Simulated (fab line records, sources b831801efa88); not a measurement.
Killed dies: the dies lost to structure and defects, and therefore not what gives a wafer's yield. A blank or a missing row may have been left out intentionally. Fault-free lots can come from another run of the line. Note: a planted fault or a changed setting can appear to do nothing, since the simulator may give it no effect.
Which of the tools did it? -- flow gf180mcu -- Sampling: 13 lots, 39 wafers, 5 of 602 route steps

== WHAT THE GAUGES SHOWED, per wafer ==
GF_VT_IMPLANT_TW_MEAS_43. Usual: VT_IMPLANT_4_TW typically reads 696, with standard deviation 5.3.
lot,measured,on,VT_IMPLANT_4_TW,flag
L314,day 7 14:28,film-metro-01,691 691 691,
L315,day 7 20:58,film-metro-01,688 693 688,
L316,day 8 02:53,film-metro-04,698 694 694,
L317,day 8 10:01,film-metro-02,699 702 703,
L318,day 8 13:34,film-metro-02,701 703 698,
L319,day 8 23:23,film-metro-02,702 704 702,
L320,day 9 06:14,film-metro-02,700 700 698,
L321,day 9 11:10,film-metro-02,701 703 707,
L322,day 9 22:55,film-metro-02,704 705 702,
L324,day 10 09:23,film-metro-04,697 695 700,
L325,day 10 17:21,film-metro-01,695 693 691,
L331,day 12 07:02,film-metro-01,509 511 509,OFF
L332,day 12 13:29,film-metro-02,518 518 518,OFF

GF_HV_LDD_CD_MEAS_19: the cd target is 400 nm. Usual: 400.4 nm for cd-nm, sd 2.3.
lot,measured,on,cd-nm (nm),flag
L314,day 10 17:58,cd-sem-01,402.0 401.9 403.2,
L315,day 11 02:37,cd-sem-01,399.8 400.6 399.3,
L316,day 11 09:05,cd-sem-01,402.4 403.2 402.5,
L317,day 11 17:08,cd-sem-02,401.9 402.5 401.7,
L318,day 11 23:20,cd-sem-01,398.2 399.6 398.1,
L319,day 12 09:11,cd-sem-01,405.8 405.4 403.1,
L320,day 12 17:03,cd-sem-02,403.0 401.9 400.8,
L321,day 13 00:28,cd-sem-01,400.3 398.5 397.1,
L322,day 13 11:29,cd-sem-02,401.9 401.6 402.4,
L324,day 14 02:35,cd-sem-02,400.8 400.9 400.4,
L325,day 14 04:55,cd-sem-01,399.0 397.9 397.8,
L331,day 16 09:54,cd-sem-02,400.2 401.0 400.4,
L332,day 16 13:52,cd-sem-01,399.7 397.9 398.1,

== EACH LOT AND THE TOOL THAT RAN IT (in order: tool; ch and the chambers of the sampled wafers; start) ==
lot,GF_DNWELL_STRIP_08,GF_VT_IMPLANT_IMPLANT_41,GF_VT_IMPLANT_RTA_45
L314,"plasma-asher-04 ch 0,1, day 2 19:09","implanter-03 ch 0, day 7 14:14","rtp-anneal-02 ch 0, day 7 14:35"
L315,"plasma-asher-04 ch 0,1, day 3 00:44","implanter-01 ch 0, day 7 20:43","rtp-anneal-02 ch 0, day 7 21:04"
L316,"plasma-asher-03 ch 0,1, day 3 04:53","implanter-01 ch 0, day 8 02:40","rtp-anneal-02 ch 0, day 8 03:01"
L317,"plasma-asher-04 ch 0,1, day 3 10:26","implanter-04 ch 0, day 8 09:47","rtp-anneal-01 ch 0, day 8 10:08"
L318,"plasma-asher-04 ch 0, day 3 15:35","implanter-04 ch 0, day 8 13:20","rtp-anneal-02 ch 0, day 8 13:42"
L319,"plasma-asher-03 ch 0,1, day 3 22:56","implanter-01 ch 0, day 8 23:10","rtp-anneal-01 ch 0, day 8 23:30"
L320,"plasma-asher-04 ch 0,1, day 4 02:33","implanter-03 ch 0, day 9 05:59","rtp-anneal-02 ch 0, day 9 06:21"
L321,"plasma-asher-01 ch 1, day 4 06:38","implanter-04 ch 0, day 9 10:55","rtp-anneal-01 ch 0, day 9 11:16"
L322,"plasma-asher-01 ch 0,1, day 4 15:57","implanter-04 ch 0, day 9 22:40","rtp-anneal-01 ch 0, day 9 23:01"
L324,"plasma-asher-04 ch 0,1, day 4 23:59","implanter-03 ch 0, day 10 09:08","rtp-anneal-01 ch 0, day 10 09:31"
L325,"plasma-asher-03 ch 0,1, day 5 06:31","implanter-04 ch 0, day 10 17:06","rtp-anneal-01 ch 0, day 10 17:28"
L331,"plasma-asher-01 ch 0,1, day 6 11:50","implanter-03 ch 0, day 12 06:47","rtp-anneal-01 ch 0, day 12 07:10"
L332,"plasma-asher-04 ch 0,1, day 6 17:17","implanter-04 ch 0, day 12 13:14","rtp-anneal-01 ch 0, day 12 13:36"
- GF_DNWELL_STRIP_08: strips in O2/N2.
- GF_VT_IMPLANT_IMPLANT_41
- GF_VT_IMPLANT_RTA_45: time 30 s.

== AS READ BY THE TOOLS THEMSELVES (means over the sampled wafers that have a number; for cases with no such wafer, the mark the record gives instead) ==
GF_DNWELL_STRIP_08. Usual: drypump-motor-current-A 5.6 A, standard deviation 0.35; heater-power-w 336 W, standard deviation 40; oes-product-au 0.723 a.u., standard deviation 0.0044; strip-time-to-endpoint-s 36.93 s, standard deviation 0.1.
lot,tool,drypump-motor-current-A (A),heater-power-w (W),oes-product-au (a.u.),strip-time-to-endpoint-s (s),flag
L314,plasma-asher-04,6.0,367,0.725,37.13,
L315,plasma-asher-04,6.0,364,0.723,37.09,
L316,plasma-asher-03,5.4,350,0.729,37.11,
L317,plasma-asher-04,6.1,327,0.729,37.00,
L318,plasma-asher-04,5.9,401,0.724,36.85,
L319,plasma-asher-03,5.4,340,0.717,37.00,
L320,plasma-asher-04,6.2,328,0.725,36.90,
L321,plasma-asher-01,5.5,304,0.721,36.80,
L322,plasma-asher-01,5.4,304,0.725,36.80,
L324,plasma-asher-04,6.1,331,0.723,36.98,
L325,plasma-asher-03,5.4,357,0.721,36.91,
L331,plasma-asher-01,5.4,304,0.723,36.87,
L332,plasma-asher-04,6.0,343,0.723,36.86,

GF_VT_IMPLANT_IMPLANT_41. Usual: 5e-06 Torr for end-station-pressure-torr, sd 2.7e-07.
lot,tool,end-station-pressure-torr (Torr),flag
L314,implanter-03,5e-06,
L315,implanter-01,5e-06,
L316,implanter-01,5e-06,
L317,implanter-04,5e-06,
L318,implanter-04,5e-06,
L319,implanter-01,5e-06,
L320,implanter-03,5e-06,
L321,implanter-04,5e-06,
L322,implanter-04,5e-06,
L324,implanter-03,5e-06,
L325,implanter-04,5e-06,
L331,implanter-03,5e-06,
L332,implanter-04,5e-06,

GF_VT_IMPLANT_RTA_45. Usual: lamp-power-pct 36.7 %, standard deviation 0.35; wafer_temp_C_max 1053.5, standard deviation 1.1.
lot,tool,lamp-power-pct (%),wafer_temp_C_max,flag
L314,rtp-anneal-02,37.1,1052.4,
L315,rtp-anneal-02,37.1,1052.4,
L316,rtp-anneal-02,37.1,1051.9,
L317,rtp-anneal-01,36.4,1054.3,
L318,rtp-anneal-02,37.1,1052.3,
L319,rtp-anneal-01,36.4,1055.1,
L320,rtp-anneal-02,37.1,1052.7,
L321,rtp-anneal-01,36.4,1054.2,
L322,rtp-anneal-01,36.4,1054.0,
L324,rtp-anneal-01,36.4,1054.8,
L325,rtp-anneal-01,36.4,1053.2,
L331,rtp-anneal-01,36.4,1054.9,
L332,rtp-anneal-01,36.4,1054.8,

== THE ANSWER, worked out from the rows above alone ==
Rule: take the mean of a lot's wafers that have a number; if it is more than 3 standard deviations from the usual mean, the lot is off. Also off: a lot with no number at a reading for which 4 or more lots have one. The other lots that the step has rows for count as sound. The gauges are gone through in route order, then the tools' own readings, and for those a lot's mean is taken as printed above. At the first step where some lot is off, the reading lying furthest off is the one used; lots without a number count as furthest.
Off: at GF_VT_IMPLANT_TW_MEAS_43 (VT_IMPLANT_4_TW), L331, L332.
If a tool, at a process step before that reading, ran all the lots that are off and no sound lot after the first of them, it fits. Those tools and the gauges at GF_VT_IMPLANT_TW_MEAS_43 are tried in the same way. Not one of the candidates tried fits.

== WHAT THE SIMULATOR HAD INSERTED ==
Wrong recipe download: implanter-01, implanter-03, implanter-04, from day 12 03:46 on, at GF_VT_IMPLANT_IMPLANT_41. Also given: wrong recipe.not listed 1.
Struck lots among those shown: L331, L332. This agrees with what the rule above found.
